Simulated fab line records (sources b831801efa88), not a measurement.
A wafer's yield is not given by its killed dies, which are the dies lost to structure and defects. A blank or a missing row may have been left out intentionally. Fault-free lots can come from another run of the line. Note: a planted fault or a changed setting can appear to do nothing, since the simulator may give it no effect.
Comparing a struck lot with a sound one :: flow sky130 :: 28 steps out of a route of 708
Sound: these wafers, L917.3, L917.5, L917.6. Struck: wafer L915.3 (L915.1, L915.5, from the same lot, were not struck and are left out); the cause is given at the end.
Per side, at each step with rows, come the tool, then ch with its chambers, and then its first start. Under that, the readings that differ: sound wafers :: struck wafers :: difference of the means :: sigmas: that difference in standard deviations of wafers without a fault.
alike: readings whose means differ by less than 2 such deviations, and words and numbers that are the same on both sides. not compared: withheld readings, readings that some wafer has no value for, bounds like >300 that may hide the same value, and numbers for which the record gives no deviation and whose values overlap.
Wherever a step has rows on one side only, a row that says differs or no value, or a row with sigmas, the two part there. When numbers do not overlap yet have no deviation, they are printed without sigmas and do not part them. A reading missing from all wafers of one side parts the sides only when that side holds two or more wafers.

first, 1 step without rows for these wafers: SKY_VIA4_ETCH_12 (etches SiO2 in C4F8/O2/Ar, stops on TiN, target depth 580 nm).
SKY_VIA4_STRIP_13: strips in O2/N2.
  sound on plasma_asher-04 ch 0,1, day 47 23:25; struck on plasma_asher-03 ch 1, day 47 17:58
  alike: drypump_motor_current_A, oes_product_au, strip_time_to_endpoint_s
  not compared: rf_hours_counter_h
then, 5 steps without rows for these wafers: SKY_VIA4_STRIP_14 (strips in post etch residue remover, time 1200 s); SKY_VIA4_CLEAN_15 (cleans in IPA, time 180 s); SKY_VIA4_CLEAN_16 (cleans in O3/DIW); SKY_VIA4_SPUTTER_17 (material TiN, target thk 20 nm, time 80 s); SKY_VIA4_CVD_18 (deposits W, target thk 505 nm, time 152.14 s).
SKY_VIA4_RS_MEAS_19: a four-point-probe measurement.
  sound on film_metro-04 at day 48 00:16; struck on film_metro-01 at day 47 18:46
  alike: VIA4_W_RS
SKY_VIA4_THK_MEAS_20: measures by xrf.
  sound on film_metro-04 at day 48 00:22; struck on film_metro-01 at day 47 18:53
  alike: VIA4_W_THK
then, 2 steps without rows for these wafers: SKY_VIA4_CMP_21 (polishes, stops on SiO2, t overpolish 25 s, target thk 0 nm); SKY_METAL5_SPUTTER_00 (material Ti, target thk 15 nm, time 10 s).
SKY_METAL5_SPUTTER_01: material TiN, target thk 20 nm, time 16.7 s.
  sound on pvd_sputter-04 at day 48 00:43; struck on pvd_sputter-03 at day 47 19:30
  alike: throttle_valve_pct
SKY_METAL5_SPUTTER_02: material AlCu, target thk 1150 nm, time 61.2 s.
  sound on pvd_sputter-04 at day 48 00:45; struck on pvd_sputter-03 at day 47 19:32
reading: model.AlCu_of_METAL5_SPUTTER_02.thk_nm (nm)
sound: 1144 1140 1152
struck: 541.2
difference: -604.1
sigmas: 
  alike: throttle_valve_pct
then, 1 step without rows for these wafers: SKY_METAL5_SPUTTER_03 (material Ti, target thk 5 nm, time 3.3 s).
SKY_METAL5_SPUTTER_04: material TiN, target thk 70 nm, time 58.3 s.
  sound on pvd_sputter-04 at day 48 00:49; struck on pvd_sputter-03 at day 47 19:36
  alike: throttle_valve_pct
SKY_METAL5_RS_MEAS_05: a four-point-probe measurement.
  sound on film_metro-04 at day 48 00:55; struck on film_metro-03 at day 47 19:39
reading: METAL5_ALCU_RS (ohm/sq)
sound: 0.02721 0.02728 0.02705
struck: 0.05792
difference: +0.03074
sigmas: +99 or more
SKY_METAL5_THK_MEAS_06: measures by xrf.
  sound on film_metro-04 at day 48 01:01; struck on film_metro-03 at day 47 19:46
reading: METAL5_ALCU_THK (nm)
sound: 1147 1141 1151
struck: 541
difference: -605
sigmas: -55
then, 7 steps without rows for these wafers: SKY_METAL5_DEHYDRATE_07 (time 60 s); SKY_METAL5_HMDS_08 (prime time 60 s); SKY_METAL5_COAT_09 (resist thk 1800 nm); SKY_METAL5_SOFTBAKE_10 (time 60 s); SKY_METAL5_EXPOSE_11 (exposes mask MM5, target cd 1600 nm); SKY_METAL5_PEB_12; SKY_METAL5_DEVELOP_13 (develop time 60 s).
SKY_METAL5_DESCUM_14: chemistry O2, time 11 s.
  sound on rie_metal-03 ch 0, day 48 19:41; struck on rie_metal-04 ch 1, day 48 14:22
reading: oes_product_au (a.u.)
sound: 1.002 1.011 1.014
struck: 0.994
difference: -0.015
sigmas: -2
  alike: drypump_motor_current_A
  not compared: rf_hours_counter_h
SKY_METAL5_METAL_ETCH_15: etches the open film in Cl2/BCl3, stops on SiO2, target depth 1260 nm, time 252 s.
  sound on rie_metal-03 ch 0, day 48 19:54; struck on rie_metal-04 ch 1, day 48 14:24
reading: oes_product_au (a.u.)
sound: 0.893 0.892 0.891
struck: 0.647
difference: -0.245
sigmas: -51
  alike: drypump_motor_current_A, throttle_valve_pct
  not compared: rf_hours_counter_h
SKY_METAL5_STRIP_16: strips in O2/N2.
  sound on plasma_asher-04 ch 0,1, day 48 20:14; struck on plasma_asher-03 ch 1, day 48 14:38
  alike: drypump_motor_current_A, oes_product_au, strip_time_to_endpoint_s
  not compared: rf_hours_counter_h
SKY_PAD_OPEN_PROBE_99:
  sound on prober-02 at day 50 08:47; struck on prober-02 at day 50 04:13
reading: killed_at_contacts
sound: 37 33 40
struck: 18
difference: -19
sigmas: -3

reading: killed_open
sound: 66 50 56
struck: 44
difference: -13
sigmas: -2

reading: model.etest.via4_chain.rc_ohm
sound: 0.7906 0.8121 0.7961
struck: 0.8755
difference: +0.0759
sigmas: 

reading: model.etest.met5.rs_ohm_sq
sound: 0.02763 0.02738 0.0268
struck: 0.05867
difference: +0.03140
sigmas: 

reading: model.etest.met5.line_ohm_um
sound: 0.0173 0.01717 0.0168
struck: 0.03669
difference: +0.01960
sigmas: 
  alike: defect_limited_yield, killed_at_M0_to_M3, killed_at_M4_up, killed_at_front_end, killed_at_other, killed_dies, killed_short, sort_bin_3_pad_short, sort_bin_5_function, sort_bin_6_memory, sort_n_pass, sort_yield_pct

## WHERE THEY PART
At SKY_METAL5_RS_MEAS_05 first; at SKY_PAD_OPEN_PROBE_99 last (within this record only).

WHY: what the simulator had put in
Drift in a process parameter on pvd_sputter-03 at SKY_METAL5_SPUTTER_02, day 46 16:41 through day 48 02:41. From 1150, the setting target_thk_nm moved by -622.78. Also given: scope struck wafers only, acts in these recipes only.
